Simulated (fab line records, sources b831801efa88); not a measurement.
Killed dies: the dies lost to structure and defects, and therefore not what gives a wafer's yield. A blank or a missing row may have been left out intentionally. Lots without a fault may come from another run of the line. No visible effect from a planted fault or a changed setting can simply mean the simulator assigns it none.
What tool caused it? :: flow sky130 :: 30 wafers from 10 lots sampled at 5 of the route's 708 steps

== WHAT EACH GAUGE READ, for each wafer ==
SKY_VIA4_RS_MEAS_19: measurement is done with a four-point probe. Usual: VIA4_W_RS gives 0.229 ohm/sq (standard deviation 0.0031).
lot: L210
measured: day 43 18:35
on: filmMetro-02
VIA4_W_RS (ohm/sq): 0.232 0.234 0.232
flag: 

lot: L213
measured: day 43 18:53
on: filmMetro-01
VIA4_W_RS (ohm/sq): 0.112 0.112 0.113
flag: OFF

lot: L214
measured: day 44 01:35
on: filmMetro-03
VIA4_W_RS (ohm/sq): 0.232 0.233 0.232
flag: 

lot: L215
measured: day 44 08:36
on: filmMetro-01
VIA4_W_RS (ohm/sq): 0.113 0.114 0.114
flag: OFF

lot: L216
measured: day 44 15:47
on: filmMetro-02
VIA4_W_RS (ohm/sq): 0.115 0.115 0.114
flag: OFF

lot: L219
measured: day 45 14:51
on: filmMetro-03
VIA4_W_RS (ohm/sq): 0.235 0.234 0.233
flag: 

lot: L225
measured: day 46 22:01
on: filmMetro-02
VIA4_W_RS (ohm/sq): 0.225 0.220 0.224
flag: 

lot: L229
measured: day 48 09:05
on: filmMetro-01
VIA4_W_RS (ohm/sq): 0.231 0.234 0.233
flag: 

lot: L230
measured: day 48 12:17
on: filmMetro-01
VIA4_W_RS (ohm/sq): 0.226 0.227 0.228
flag: 

lot: L227
measured: day 48 13:17
on: filmMetro-03
VIA4_W_RS (ohm/sq): 0.231 0.228 0.231
flag: 

SKY_VIA4_THK_MEAS_20: measures by xrf. Usual: VIA4_W_THK gives 515 nm (standard deviation 9.7).
lot: L210
measured: day 43 18:41
on: filmMetro-02
VIA4_W_THK (nm): 516 511 509
flag: 

lot: L213
measured: day 43 18:59
on: filmMetro-01
VIA4_W_THK (nm): - - -
flag: OFF

lot: L214
measured: day 44 01:43
on: filmMetro-03
VIA4_W_THK (nm): 502 500 499
flag: 

lot: L215
measured: day 44 08:50
on: filmMetro-01
VIA4_W_THK (nm): - - -
flag: OFF

lot: L216
measured: day 44 15:53
on: filmMetro-02
VIA4_W_THK (nm): - - -
flag: OFF

lot: L219
measured: day 45 14:56
on: filmMetro-03
VIA4_W_THK (nm): 496 498 499
flag: 

lot: L225
measured: day 46 22:08
on: filmMetro-02
VIA4_W_THK (nm): 530 542 534
flag: 

lot: L229
measured: day 48 09:12
on: filmMetro-01
VIA4_W_THK (nm): 510 505 506
flag: 

lot: L230
measured: day 48 12:24
on: filmMetro-01
VIA4_W_THK (nm): 521 518 521
flag: 

lot: L227
measured: day 48 13:25
on: filmMetro-03
VIA4_W_THK (nm): 507 510 503
flag: 

== EACH LOT AND THE TOOL THAT RAN IT (in order: tool; ch and the chambers of the sampled wafers; start) ==
lot: L210
SKY_METAL4_DESCUM_15: rieMetal-04 ch 0,1, day 42 16:22
SKY_VIA4_CMP_02: cmp-02 ch 0,1,2, day 42 17:35
SKY_VIA4_CVD_18: cvdW-02 ch 0,1, day 43 18:20

lot: L213
SKY_METAL4_DESCUM_15: rieMetal-03 ch 0,1, day 42 16:53
SKY_VIA4_CMP_02: cmp-01 ch 0,1,2, day 42 18:11
SKY_VIA4_CVD_18: cvdW-01 ch 0,1, day 43 18:26

lot: L214
SKY_METAL4_DESCUM_15: rieMetal-01 ch 1, day 43 00:19
SKY_VIA4_CMP_02: cmp-02 ch 0,1,2, day 43 01:39
SKY_VIA4_CVD_18: cvdW-02 ch 0,1, day 44 01:26

lot: L215
SKY_METAL4_DESCUM_15: rieMetal-01 ch 0,1, day 43 08:40
SKY_VIA4_CMP_02: cmp-01 ch 1,3, day 43 09:53
SKY_VIA4_CVD_18: cvdW-02 ch 0,1, day 44 08:08

lot: L216
SKY_METAL4_DESCUM_15: rieMetal-04 ch 0,1, day 43 15:07
SKY_VIA4_CMP_02: cmp-02 ch 0,2,3, day 43 16:22
SKY_VIA4_CVD_18: cvdW-02 ch 0,1, day 44 15:20

lot: L219
SKY_METAL4_DESCUM_15: rieMetal-01 ch 0,1, day 44 13:37
SKY_VIA4_CMP_02: cmp-01 ch 0,3, day 44 16:13
SKY_VIA4_CVD_18: cvdW-02 ch 0,1, day 45 14:41

lot: L225
SKY_METAL4_DESCUM_15: rieMetal-04 ch 0,1, day 45 22:50
SKY_VIA4_CMP_02: cmp-01 ch 0,1,2, day 46 00:03
SKY_VIA4_CVD_18: cvdW-01 ch 0,1, day 46 21:52

lot: L229
SKY_METAL4_DESCUM_15: rieMetal-01 ch 1, day 47 11:29
SKY_VIA4_CMP_02: cmp-01 ch 0,1,3, day 47 12:41
SKY_VIA4_CVD_18: cvdW-02 ch 0,1, day 48 08:56

lot: L230
SKY_METAL4_DESCUM_15: rieMetal-01 ch 0,1, day 47 14:08
SKY_VIA4_CMP_02: cmp-02 ch 1,2, day 47 15:37
SKY_VIA4_CVD_18: cvdW-02 ch 0,1, day 48 12:07

lot: L227
SKY_METAL4_DESCUM_15: rieMetal-01 ch 0,1, day 47 14:29
SKY_VIA4_CMP_02: cmp-02 ch 0,1,3, day 47 15:58
SKY_VIA4_CVD_18: cvdW-01 ch 0,1, day 48 13:08
- SKY_METAL4_DESCUM_15: chemistry O2, time 8 s.
- SKY_VIA4_CMP_02: polishes SiO2.
- SKY_VIA4_CVD_18: deposits W, target thk 505 nm, time 152.14 s.

== WHAT THE TOOLS THEMSELVES READ (means of the sampled wafers that have a number; where no wafer has one, the mark that the record gives instead) ==
SKY_METAL4_DESCUM_15. Usual: drypumpMotorCurrentA 5.7 A, standard deviation 0.45; oesProductAu 1.005 a.u., standard deviation 0.018.
lot: L210
tool: rieMetal-04
drypumpMotorCurrentA (A): 6.0
oesProductAu (a.u.): 1.008
flag: 

lot: L213
tool: rieMetal-03
drypumpMotorCurrentA (A): 5.2
oesProductAu (a.u.): 0.989
flag: 

lot: L214
tool: rieMetal-01
drypumpMotorCurrentA (A): 6.3
oesProductAu (a.u.): 1.023
flag: 

lot: L215
tool: rieMetal-01
drypumpMotorCurrentA (A): 6.1
oesProductAu (a.u.): 1.016
flag: 

lot: L216
tool: rieMetal-04
drypumpMotorCurrentA (A): 6.0
oesProductAu (a.u.): 1.011
flag: 

lot: L219
tool: rieMetal-01
drypumpMotorCurrentA (A): 6.1
oesProductAu (a.u.): 1.017
flag: 

lot: L225
tool: rieMetal-04
drypumpMotorCurrentA (A): 6.0
oesProductAu (a.u.): 1.019
flag: 

lot: L229
tool: rieMetal-01
drypumpMotorCurrentA (A): 6.3
oesProductAu (a.u.): 1.028
flag: 

lot: L230
tool: rieMetal-01
drypumpMotorCurrentA (A): 6.2
oesProductAu (a.u.): 1.015
flag: 

lot: L227
tool: rieMetal-01
drypumpMotorCurrentA (A): 6.0
oesProductAu (a.u.): 1.016
flag: 

SKY_VIA4_CMP_02. Usual: motorCurrentA 12.3 A, standard deviation 1.1; slurryFlowMlMin 150.0, standard deviation 0.49.
lot: L210
tool: cmp-02
motorCurrentA (A): 11.9
slurryFlowMlMin: 149.7
flag: 

lot: L213
tool: cmp-01
motorCurrentA (A): 12.6
slurryFlowMlMin: 150.2
flag: 

lot: L214
tool: cmp-02
motorCurrentA (A): 12.0
slurryFlowMlMin: 150.3
flag: 

lot: L215
tool: cmp-01
motorCurrentA (A): 12.5
slurryFlowMlMin: 150.3
flag: 

lot: L216
tool: cmp-02
motorCurrentA (A): 11.8
slurryFlowMlMin: 150.4
flag: 

lot: L219
tool: cmp-01
motorCurrentA (A): 13.4
slurryFlowMlMin: 150.3
flag: 

lot: L225
tool: cmp-01
motorCurrentA (A): 13.0
slurryFlowMlMin: 149.8
flag: 

lot: L229
tool: cmp-01
motorCurrentA (A): 13.4
slurryFlowMlMin: 149.8
flag: 

lot: L230
tool: cmp-02
motorCurrentA (A): 11.5
slurryFlowMlMin: 150.2
flag: 

lot: L227
tool: cmp-02
motorCurrentA (A): 12.2
slurryFlowMlMin: 150.1
flag: 

SKY_VIA4_CVD_18. Usual: heaterPowerW reads 855 W (standard deviation 160).
lot: L210
tool: cvdW-02
heaterPowerW (W): 929
flag: 

lot: L213
tool: cvdW-01
heaterPowerW (W): 838
flag: 

lot: L214
tool: cvdW-02
heaterPowerW (W): 929
flag: 

lot: L215
tool: cvdW-02
heaterPowerW (W): 819
flag: 

lot: L216
tool: cvdW-02
heaterPowerW (W): 814
flag: 

lot: L219
tool: cvdW-02
heaterPowerW (W): 821
flag: 

lot: L225
tool: cvdW-01
heaterPowerW (W): 849
flag: 

lot: L229
tool: cvdW-02
heaterPowerW (W): 940
flag: 

lot: L230
tool: cvdW-02
heaterPowerW (W): 825
flag: 

lot: L227
tool: cvdW-01
heaterPowerW (W): 768
flag: 

== THE ANSWER, worked out from the rows above alone ==
Rule: lot off if the mean of its wafers having a number is beyond 3 standard deviations from the usual mean. Also off: a lot with no number at a reading for which 4 or more lots have one. All remaining lots with rows at the step are treated as sound. The gauges are gone through in route order, then the tools' own readings, and for those a lot's mean is taken as printed above. At the first step where some lot is off, the reading lying furthest off is the one used; lots without a number count as furthest.
Off: at SKY_VIA4_RS_MEAS_19 (VIA4_W_RS), L213, L215, L216.
If a tool, at a process step before that reading, ran all the lots that are off and no sound lot after the first of them, it fits. The gauges at SKY_VIA4_RS_MEAS_19 are tried like those tools. No candidate that was tried fits.

== WHAT THE SIMULATOR HAD PUT IN ==
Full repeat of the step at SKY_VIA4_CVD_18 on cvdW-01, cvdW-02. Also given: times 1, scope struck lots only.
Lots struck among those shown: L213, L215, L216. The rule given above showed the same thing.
